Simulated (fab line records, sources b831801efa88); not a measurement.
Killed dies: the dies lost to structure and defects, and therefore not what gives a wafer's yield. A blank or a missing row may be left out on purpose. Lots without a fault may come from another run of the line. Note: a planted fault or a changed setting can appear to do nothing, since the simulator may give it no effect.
A lot that was struck, set against a sound lot    flow gf180mcu    15 steps out of a route of 602
Sound: wafers L521.3, L521.4, L521.5. Struck: wafer L524.4. (L524.1, L524.6 of the same lot were not struck and are left out.) The cause comes at the end.
Each step with rows lists, per side, the tool, then ch with its chambers, then its first start. Under that, the readings that differ: sound wafers    struck wafers    difference of the means    sigmas: that difference in standard deviations of wafers without a fault.
alike: words and numbers the same on both sides, and readings whose means are apart by under 2 such deviations; not compared: readings that were withheld, readings missing a value for some wafer, numbers with overlapping values and no deviation given by the record, and bounds like >300 which may hide the same value.
The two part at a step that has a row with sigmas, a row that says differs or no value, or rows on one side only. Numbers that have no deviation but don't overlap get no sigmas and don't part them. Lack of a reading on every wafer of one side parts them only where that side has two or more wafers.

GF_CONTACT_OVL_MEAS_15:
  sound on overlay-02 at day 16 20:41; struck on overlay-01 at day 18 03:46
  alike: CONTACT_OVL
GF_CONTACT_ETCH_16: etches BARC in N2/H2.
  sound on rieDiel-02 ch 0,1,2, day 16 20:42; struck on rieDiel-02 ch 1, day 18 03:48
  alike: drypumpMotorCurrentA, oesProductAu, rfFwdPowerW, throttleValvePct
GF_CONTACT_ETCH_17: etches SiO2 in C4F8/O2/Ar, stops on CoSi2, target depth 860 nm.
  sound on rieDiel-02 ch 0,1,2; struck on rieDiel-02 ch 1
  alike: oesProductAu, rfFwdPowerW
GF_CONTACT_STRIP_18: strips in O2/N2.
  sound on plasmaAsher-01 ch 0,1, day 16 20:54; struck on plasmaAsher-02 ch 0, day 18 03:58
reading                   sound        struck  difference  sigmas
drypumpMotorCurrentA (A)  4.7 5.7 4.8  6.4     +1.3        +2
  alike: heaterPowerW, o2FlowSccm, oesProductAu
  not compared: rfHoursCounterH
then, 4 steps without rows for these wafers: GF_CONTACT_CLEAN_19 (cleans in SPM); GF_CONTACT_CLEAN_20 (cleans in DIW); GF_CONTACT_CLEAN_21 (cleans in dHF, time 20 s); GF_CONTACT_SPUTTER_22 (material Ti, target thk 15 nm, time 80.02 s).
GF_CONTACT_SPUTTER_23: material TiN, target thk 10 nm, time 40 s.
  sound on pvdSputter-01 at day 16 21:13; struck on pvdSputter-04 at day 18 04:20
  alike: cathodeDcPowerW, throttleValvePct
GF_CONTACT_CVD_24: deposits W, target thk 300 nm, time 90.339 s.
  sound on cvdW-02 ch 0,1, day 16 21:18; struck on cvdW-02 ch 0, day 18 04:22
  alike: heaterPowerOuterW, heaterPowerW
GF_CONTACT_RS_MEAS_25: measures by four-point-probe.
  sound on filmMetro-04 at day 16 21:24; struck on filmMetro-03 at day 18 04:28
  alike: CONTACT_W_RS
GF_CONTACT_THK_MEAS_26: measures by xrf.
  sound on filmMetro-04 at day 16 21:30; struck on filmMetro-03 at day 18 04:35
reading             sound        struck  difference  sigmas
CONTACT_W_THK (nm)  309 303 314  294     -15         -3
GF_CONTACT_CMP_27: polishes, stops on SiO2, t overpolish 15 s, target thk 0 nm.
  sound on cmp-02 ch 0,1,3, day 16 21:38; struck on cmp-02 ch 0, day 18 04:39
reading                sound              struck  difference  sigmas
headPressurePsi (psi)  3.501 3.501 3.501  3.917   +0.416      +53
timeToEndpointS (s)    74 73 75           65      -9          -2
  alike: motorCurrentA, overpolishRunS
then, 1 step without rows for these wafers: GF_M1_SPUTTER_00 (material Ti, target thk 37.5 nm, time 150 s).
-- the record jumps here: 13 days lie between the struck wafers' starts before and after (it left off in module M1 and takes up again in module PASSIVATION, whose first step shown is number 602 of the route) --
GF_PASSIVATION_PROBE_99:
  only the struck wafers here have rows in the record (prober-01, day 30 16:57); the sound ones have none

## WHERE THEY PART
At GF_CONTACT_STRIP_18 first; at GF_PASSIVATION_PROBE_99 last (within this record only).

WHY: whatever the simulator had introduced
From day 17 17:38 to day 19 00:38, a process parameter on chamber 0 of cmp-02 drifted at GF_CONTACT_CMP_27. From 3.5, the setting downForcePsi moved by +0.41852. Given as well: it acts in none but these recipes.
